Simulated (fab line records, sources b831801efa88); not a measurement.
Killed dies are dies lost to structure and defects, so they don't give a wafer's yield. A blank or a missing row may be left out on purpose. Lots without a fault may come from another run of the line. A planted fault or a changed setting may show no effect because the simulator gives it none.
Problem report in the 8D (eight disciplines) form, filled by code | flow sky130 | the parts of the form that need people (team, actions taken, sign-off) are left out

1. THE PROBLEM
VIA3_W_RS at SKY_VIA3_RS_MEAS_22 reads a mean of 0.200 ohm/sq on 2 wafers of 2 lots; wafers without a fault read 0.294 ohm/sq with a standard deviation of 0.0063. That is -15 standard deviations from the usual mean.
The step: measures by four-point-probe.
First seen on wafer L533.1, day 45 06:23, on film_metro-03. The record holds 28 wafers of 10 lots with a number at this step. Rule for "out", or "out of limits": more than 4 standard deviations from the usual mean. The other wafers with a number count as sound.

2. WHAT IT IS AND WHAT IT IS NOT
question                    | is                           | is not
which readings at this step | VIA3_W_RS                    | -
which lots                  | L532, L533                   | L514, L515, L517, L518, L519, L520, L523, L534
which wafers of those lots  | L532.1, L533.1               | L532.6, L533.5
read on which gauges        | film_metro-02, film_metro-03 | film_metro-01
when                        | from day 45 06:23            | up to then (22 sound wafers); but 4 sound wafers of L532, L534 came after

3. SUSPECTS, AND WHAT RULES EACH OUT
Counting: a tool at a process step up to the reading stays a suspect if it ran every lot that is out. Sound lots after the first of them don't rule it out here, since some wafers of a struck lot are sound.
- the gauge at SKY_VIA3_RS_MEAS_22: ruled out. The wafers that are out were read on 2 gauges (film_metro-02, film_metro-03).
- cvd_w-01 at SKY_VIA3_CVD_21 (deposits W, target thk 390 nm, time 117.31 s): kept. It ran every lot that is out, first L533 (day 45 06:16); its last sound lot up to then is L523 (day 42 10:58).
Left after counting: cvd_w-01 at SKY_VIA3_CVD_21.

4. THE CAUSE (what the simulator had put in)
Process parameter drift: cvd_w-01, from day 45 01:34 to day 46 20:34, at SKY_VIA3_CVD_21. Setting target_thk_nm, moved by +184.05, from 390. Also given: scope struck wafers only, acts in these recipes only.
Counting left only this tool.

5. THE CHAIN OF EFFECTS, in route order
Each row: a reading whose mean over the struck wafers that have a number lies more than 3 standard deviations from the usual. Only readings for which the record gives a usual standard deviation are gone through. hours: the time from each lot's start at the first step in this table that gives one to its start at this step, as a median over the lots. sigmas: the change in usual standard deviations.
hours | step                 | reading            | usual        | on struck wafers | change | sigmas
0     | SKY_VIA3_RS_MEAS_22  | VIA3_W_RS          | 0.294 ohm/sq | 0.200            | -0.094 | -15
0     | SKY_VIA3_THK_MEAS_23 | VIA3_W_THK         | 378 nm       | 536              | +158   | +16
0     | SKY_VIA3_CMP_24      | time_to_endpoint_s | 96 s         | 141              | +45    | +13
The process steps in it:
- SKY_VIA3_CMP_24: polishes, stops on SiO2, t overpolish 20 s, target thk 0 nm.

6. WHAT WOULD HAVE CAUGHT IT SOONER
In this record the first reading out of limits at a measuring or inspecting step was taken at day 45 06:23, 5 hours after the fault began at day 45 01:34.
Of the tool readings at SKY_VIA3_CVD_21 for which the record gives a usual standard deviation, none was out on any struck wafer, so an alarm limit of 4 standard deviations on them would not have fired.
Of the lots that are out (2), L532 began SKY_VIA3_CVD_21 on cvd_w-01 after day 45 06:23. A hold on the tool at that time would have spared it.
